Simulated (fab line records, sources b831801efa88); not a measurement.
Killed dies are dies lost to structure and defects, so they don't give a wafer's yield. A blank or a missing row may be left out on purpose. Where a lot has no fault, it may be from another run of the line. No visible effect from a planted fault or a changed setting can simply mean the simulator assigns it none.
Which tool was responsible? / flow gf180mcu / Sampling: 12 lots, 36 wafers, 5 of 602 route steps

WHAT THE GAUGES SHOWED, per wafer
GF_M4_RS_MEAS_05: the measuring method here is four-point-probe.
lot=L495; measured=day 22 13:34; on=film metro-03; M4_ALCU_RS (ohm/sq)=0.0693 0.0699 0.0694
lot=L497; measured=day 23 09:52; on=film metro-01; M4_ALCU_RS (ohm/sq)=0.0697 0.0694 0.0695
lot=L498; measured=day 23 14:55; on=film metro-01; M4_ALCU_RS (ohm/sq)=0.0682 0.0688 0.0692
lot=L500; measured=day 24 07:57; on=film metro-03; M4_ALCU_RS (ohm/sq)=0.0708 0.0706 0.0703
lot=L501; measured=day 24 17:46; on=film metro-02; M4_ALCU_RS (ohm/sq)=0.0705 0.0701 0.0705
lot=L503; measured=day 25 10:22; on=film metro-03; M4_ALCU_RS (ohm/sq)=0.0696 0.0692 0.0693
lot=L505; measured=day 26 07:44; on=film metro-03; M4_ALCU_RS (ohm/sq)=0.0696 0.0694 0.0694
lot=L510; measured=day 27 15:24; on=film metro-03; M4_ALCU_RS (ohm/sq)=0.0692 0.0686 0.0686
lot=L511; measured=day 28 04:28; on=film metro-01; M4_ALCU_RS (ohm/sq)=0.0699 0.0697 0.0701
lot=L512; measured=day 28 16:47; on=film metro-01; M4_ALCU_RS (ohm/sq)=0.0712 0.0704 0.0710
lot=L514; measured=day 29 09:15; on=film metro-01; M4_ALCU_RS (ohm/sq)=0.0682 0.0685 0.0688
lot=L517; measured=day 30 01:02; on=film metro-01; M4_ALCU_RS (ohm/sq)=0.0693 0.0698 0.0705

GF_V4_THK_MEAS_01.
lot=L495; measured=day 23 13:07; on=film metro-02; V4_CVD_00_THK (nm)=599 592 597
lot=L497; measured=day 24 09:28; on=film metro-02; V4_CVD_00_THK (nm)=595 599 600
lot=L498; measured=day 24 14:29; on=film metro-04; V4_CVD_00_THK (nm)=595 595 605
lot=L500; measured=day 25 06:59; on=film metro-01; V4_CVD_00_THK (nm)=604 613 604
lot=L501; measured=day 25 15:53; on=film metro-02; V4_CVD_00_THK (nm)=590 594 591
lot=L503; measured=day 26 08:34; on=film metro-02; V4_CVD_00_THK (nm)=596 590 593
lot=L505; measured=day 27 05:10; on=film metro-01; V4_CVD_00_THK (nm)=603 606 602
lot=L510; measured=day 28 12:09; on=film metro-02; V4_CVD_00_THK (nm)=719 717 724
lot=L511; measured=day 29 01:20; on=film metro-01; V4_CVD_00_THK (nm)=708 718 712
lot=L512; measured=day 29 12:22; on=film metro-04; V4_CVD_00_THK (nm)=606 602 604
lot=L514; measured=day 30 05:35; on=film metro-04; V4_CVD_00_THK (nm)=596 599 595
lot=L517; measured=day 30 20:25; on=film metro-04; V4_CVD_00_THK (nm)=597 588 593

GF_V4_OVL_MEAS_15.
lot=L495; measured=day 24 12:17; on=overlay-01; V4_OVL (nm)=-2 4 9
lot=L497; measured=day 25 07:59; on=overlay-01; V4_OVL (nm)=7 4 2
lot=L498; measured=day 25 13:05; on=overlay-02; V4_OVL (nm)=3 3 -1
lot=L500; measured=day 26 05:13; on=overlay-02; V4_OVL (nm)=3 -2 2
lot=L501; measured=day 26 13:55; on=overlay-02; V4_OVL (nm)=0 -3 -6
lot=L503; measured=day 27 06:22; on=overlay-01; V4_OVL (nm)=5 -5 -1
lot=L505; measured=day 28 02:16; on=overlay-01; V4_OVL (nm)=-10 -3 -2
lot=L510; measured=day 29 08:37; on=overlay-02; V4_OVL (nm)=-6 1 -1
lot=L511; measured=day 29 21:04; on=overlay-02; V4_OVL (nm)=1 8 -1
lot=L512; measured=day 30 07:32; on=overlay-02; V4_OVL (nm)=-12 -1 -10
lot=L514; measured=day 31 00:28; on=overlay-01; V4_OVL (nm)=1 1 6
lot=L517; measured=day 31 15:22; on=overlay-01; V4_OVL (nm)=-1 -1 -8

TOOL THAT RAN EACH LOT (tool first, then ch and the chambers of the sampled wafers, then the start)
lot=L495; GF_M4_SPUTTER_00=pvd sputter-02, day 22 13:19; GF_V4_CVD_00=hdpcvd-02 ch 0,1, day 23 13:02
lot=L497; GF_M4_SPUTTER_00=pvd sputter-04, day 23 09:37; GF_V4_CVD_00=hdpcvd-01 ch 1,2, day 24 09:23
lot=L498; GF_M4_SPUTTER_00=pvd sputter-04, day 23 14:40; GF_V4_CVD_00=hdpcvd-02 ch 0,1,2, day 24 14:25
lot=L500; GF_M4_SPUTTER_00=pvd sputter-01, day 24 07:44; GF_V4_CVD_00=hdpcvd-01 ch 0,1,2, day 25 06:55
lot=L501; GF_M4_SPUTTER_00=pvd sputter-04, day 24 17:32; GF_V4_CVD_00=hdpcvd-02 ch 0,1,2, day 25 15:49
lot=L503; GF_M4_SPUTTER_00=pvd sputter-04, day 25 10:06; GF_V4_CVD_00=hdpcvd-01 ch 0,1,2, day 26 08:28
lot=L505; GF_M4_SPUTTER_00=pvd sputter-01, day 26 07:31; GF_V4_CVD_00=hdpcvd-01 ch 0,2, day 27 05:05
lot=L510; GF_M4_SPUTTER_00=pvd sputter-01, day 27 15:10; GF_V4_CVD_00=hdpcvd-02 ch 0,2, day 28 12:04
lot=L511; GF_M4_SPUTTER_00=pvd sputter-02, day 28 04:13; GF_V4_CVD_00=hdpcvd-02 ch 0,1, day 29 01:14
lot=L512; GF_M4_SPUTTER_00=pvd sputter-01, day 28 16:34; GF_V4_CVD_00=hdpcvd-01 ch 1,2, day 29 12:17
lot=L514; GF_M4_SPUTTER_00=pvd sputter-02, day 29 09:02; GF_V4_CVD_00=hdpcvd-01 ch 0,1,2, day 30 05:31
lot=L517; GF_M4_SPUTTER_00=pvd sputter-01, day 30 00:47; GF_V4_CVD_00=hdpcvd-01 ch 0,1,2, day 30 20:20
- GF_M4_SPUTTER_00: material Ti, target thk 37.5 nm, time 150 s.
- GF_V4_CVD_00: deposits SiO2, target thk 600 nm, time 100 s.

WHAT THE TOOLS THEMSELVES READ (means of the sampled wafers that have a number; where no wafer has one, the mark that the record gives instead)
GF_M4_SPUTTER_00.
lot=L495; tool=pvd sputter-02; cathode dc power W (W)=3999.7; substrate temp c (C)=199.87; throttle valve pct (%)=29.6
lot=L497; tool=pvd sputter-04; cathode dc power W (W)=3999.7; substrate temp c (C)=200.04; throttle valve pct (%)=29.8
lot=L498; tool=pvd sputter-04; cathode dc power W (W)=3999.6; substrate temp c (C)=200.01; throttle valve pct (%)=29.0
lot=L500; tool=pvd sputter-01; cathode dc power W (W)=3999.4; substrate temp c (C)=200.02; throttle valve pct (%)=29.7
lot=L501; tool=pvd sputter-04; cathode dc power W (W)=4000.1; substrate temp c (C)=200.16; throttle valve pct (%)=29.7
lot=L503; tool=pvd sputter-04; cathode dc power W (W)=3999.7; substrate temp c (C)=199.85; throttle valve pct (%)=29.4
lot=L505; tool=pvd sputter-01; cathode dc power W (W)=4000.0; substrate temp c (C)=199.93; throttle valve pct (%)=29.9
lot=L510; tool=pvd sputter-01; cathode dc power W (W)=3999.6; substrate temp c (C)=199.87; throttle valve pct (%)=29.6
lot=L511; tool=pvd sputter-02; cathode dc power W (W)=3999.0; substrate temp c (C)=200.10; throttle valve pct (%)=29.6
lot=L512; tool=pvd sputter-01; cathode dc power W (W)=4000.4; substrate temp c (C)=199.96; throttle valve pct (%)=29.8
lot=L514; tool=pvd sputter-02; cathode dc power W (W)=4000.3; substrate temp c (C)=199.98; throttle valve pct (%)=29.9
lot=L517; tool=pvd sputter-01; cathode dc power W (W)=4000.2; substrate temp c (C)=200.06; throttle valve pct (%)=29.5

GF_V4_CVD_00.
lot=L495; tool=hdpcvd-02; sih4 flow sccm (sccm)=59.95
lot=L497; tool=hdpcvd-01; sih4 flow sccm (sccm)=59.94
lot=L498; tool=hdpcvd-02; sih4 flow sccm (sccm)=59.98
lot=L500; tool=hdpcvd-01; sih4 flow sccm (sccm)=59.96
lot=L501; tool=hdpcvd-02; sih4 flow sccm (sccm)=60.02
lot=L503; tool=hdpcvd-01; sih4 flow sccm (sccm)=60.00
lot=L505; tool=hdpcvd-01; sih4 flow sccm (sccm)=59.94
lot=L510; tool=hdpcvd-02; sih4 flow sccm (sccm)=71.95
lot=L511; tool=hdpcvd-02; sih4 flow sccm (sccm)=71.88
lot=L512; tool=hdpcvd-01; sih4 flow sccm (sccm)=60.24
lot=L514; tool=hdpcvd-01; sih4 flow sccm (sccm)=59.95
lot=L517; tool=hdpcvd-01; sih4 flow sccm (sccm)=60.10

THE ANSWER, worked out from the rows above alone
Rule: usual is defined by the lots themselves. Put in order of their means at a reading, lots are off if they are a third of the lots or fewer, leave a main group of 4 or more, and stand apart from it by a gap of 3 or more times the standard deviation of the main group's means; of several such gaps the widest counts. If all means in a main group match to the digits the tables above print for the reading, that group is not used. Also off: a lot with no number at a reading for which 4 or more lots have one. All remaining lots with rows at the step are treated as sound. Order of review: gauges by route order, followed by the tools' own readings, for which a lot's mean as printed above is used. At the first step where some lot is off, the reading lying furthest off is the one used; lots without a number count as furthest.
Off: L510, L511, seen at GF_V4_THK_MEAS_01 (V4_CVD_00_THK). The main group has a mean of 598 nm with a standard deviation of 5.
If a tool, at a process step before that reading, ran all the lots that are off and no sound lot after the first of them, it fits. Not tried: the gauges at GF_V4_THK_MEAS_01; whatever is off there is also off at GF_V4_CVD_00, on other tools, and gauge error can't account for it. One fits: hdpcvd-02 at GF_V4_CVD_00. Its last sound lot is L501 (day 25 15:49), its first lot that is off L510 (day 28 12:04): a fault that began between those two fits.
On the lots that are off, the tool's own readings at GF_V4_CVD_00 differ by more than 5 times the standard deviation of the sound lots' means, which bears it out; sih4 flow sccm reads 71.91 sccm there versus 60.01 sccm on the sound lots.

WHAT HAD BEEN PUT IN BY THE SIMULATOR
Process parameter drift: hdpcvd-02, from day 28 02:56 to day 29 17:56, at GF_V4_CVD_00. Setting sih4 flow sccm, moved by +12, from 60. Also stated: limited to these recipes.
Lots struck among those shown: L510, L511. Same finding as the rule above.
